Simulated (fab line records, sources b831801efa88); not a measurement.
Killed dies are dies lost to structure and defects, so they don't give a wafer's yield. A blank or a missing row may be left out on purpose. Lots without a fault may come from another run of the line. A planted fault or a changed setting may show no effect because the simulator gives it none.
Problem report in the 8D (eight disciplines) form, filled by code | flow gf180mcu | the parts of the form that need people (team, actions taken, sign-off) are left out

1. THE PROBLEM
cathode_dc_power_W at GF_CONTACT_SPUTTER_23 reads a mean of 3855.1 W on 6 wafers of 2 lots; wafers without a fault read 4000.0 W with a standard deviation of 0.64. That is -99 or more standard deviations from the usual mean.
The step: material TiN, target thk 10 nm, time 40 s.
First seen on wafer L983.2, day 20 12:05, on pvd_sputter-02. The record holds 42 wafers of 14 lots with a number at this step. Rule for "out", or "out of limits": more than 4 standard deviations from the usual mean. The other wafers with a number count as sound.

2. WHAT IT IS AND WHAT IT IS NOT
question                    | is                     | is not
which readings at this step | cathode_dc_power_W     | -
which lots                  | L983, L986             | L973, L974, L979, L980, L981, L982, L984, L990, L993, L994, L995, L996
which wafers of those lots  | all that have a number | -
read on which tools         | pvd_sputter-02         | pvd_sputter-01, pvd_sputter-03
when                        | from day 20 12:05      | up to then (21 sound wafers); but 15 sound wafers of L990, L993, L994, L995, L996 came after

3. SUSPECTS, AND WHAT RULES EACH OUT
Counting: a tool at a process step up to the reading stays a suspect if it ran every lot that is out and no sound lot after the first of them.
- pvd_sputter-02 at GF_CONTACT_SPUTTER_23 (material TiN, target thk 10 nm, time 40 s): ruled out as a lasting fault. Sound lots L996 ran on it after its first lot that is out, L983 (day 20 12:05).
Left after counting: nothing in the record.

4. THE CAUSE (what the simulator had put in)
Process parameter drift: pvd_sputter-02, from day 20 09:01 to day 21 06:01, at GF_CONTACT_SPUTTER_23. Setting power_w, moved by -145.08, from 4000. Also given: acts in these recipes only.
Counting ruled it out, wrongly.

5. THE CHAIN OF EFFECTS, in route order
Each row: a reading whose mean over the struck wafers that have a number lies more than 3 standard deviations from the usual. Only readings for which the record gives a usual standard deviation are gone through. hours: the time from each lot's start at the first step in this table that gives one to its start at this step, as a median over the lots. sigmas: the change in usual standard deviations.
hours | step                  | reading            | usual    | on struck wafers | change | sigmas
0     | GF_CONTACT_SPUTTER_23 | cathode_dc_power_W | 4000.0 W | 3855.1           | -144.9 | -99 or more
The process steps in it:
- GF_CONTACT_SPUTTER_23: material TiN, target thk 10 nm, time 40 s.
Later measuring or inspecting steps at which every struck wafer that the step has a row for has a number for every such reading, and none has moved that far: GF_CONTACT_RS_MEAS_25.

6. WHAT WOULD HAVE CAUGHT IT SOONER
In this record the first reading out of limits was taken at day 20 12:05, 3 hours after the fault began at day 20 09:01.
